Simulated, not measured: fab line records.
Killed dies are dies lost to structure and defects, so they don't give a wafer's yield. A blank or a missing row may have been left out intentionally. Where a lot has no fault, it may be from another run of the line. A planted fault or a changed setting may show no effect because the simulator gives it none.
What tool caused it?	flow sky130	18 wafers from 6 lots sampled at 2 of the route's 708 steps

## WHAT EACH GAUGE READ, for each wafer
SKY_NWELL_TW_MEAS_26.
lot	measured	on	NWELL_2_TW
L769	day 6 04:32	film metro-01	492 494 494
L773	day 7 01:52	film metro-01	489 488 490
L776	day 7 21:06	film metro-02	503 503 505
L778	day 8 08:33	film metro-02	500 499 499
L781	day 9 01:47	film metro-01	465 464 464
L788	day 11 03:15	film metro-03	494 491 492

## EACH LOT AND THE TOOL THAT RAN IT (in order: tool; ch and the chambers of the sampled wafers; start)
lot	SKY_NWELL_IMPLANT_24
L769	implanter-03 ch 0, day 6 04:17
L773	implanter-04 ch 0, day 7 01:38
L776	implanter-02 ch 0, day 7 20:51
L778	implanter-03 ch 0, day 8 08:18
L781	implanter-02 ch 0, day 9 01:33
L788	implanter-04 ch 0, day 11 03:00
- SKY_NWELL_IMPLANT_24

## THE ANSWER, worked out from the rows above alone
Rule: usual is defined by the lots themselves. The widest of any qualifying gaps counts: lots, ordered by their means at a reading, are off when they make up no more than a third of the lots, leave a main group of 4 or more, and stand apart from it by 3 or more times the standard deviation of that group's means. If all means in a main group match to the digits the tables above print for the reading, that group is not used. A lot without any number at a reading at which 4 lots or more have one is off too. All remaining lots with rows at the step are treated as sound.
Off: L781, at SKY_NWELL_TW_MEAS_26 (NWELL_2_TW). The main group: mean 496, standard deviation 5.3.
If a tool, at a process step before that reading, ran all the lots that are off and no sound lot after the first of them, it fits. Gauges at SKY_NWELL_TW_MEAS_26: tried the same way as those tools. Can't be told from this: 2 tools fit, implanter-02 at SKY_NWELL_IMPLANT_24, film metro-01 at SKY_NWELL_TW_MEAS_26.

## WHAT WAS PUT IN BY THE SIMULATOR
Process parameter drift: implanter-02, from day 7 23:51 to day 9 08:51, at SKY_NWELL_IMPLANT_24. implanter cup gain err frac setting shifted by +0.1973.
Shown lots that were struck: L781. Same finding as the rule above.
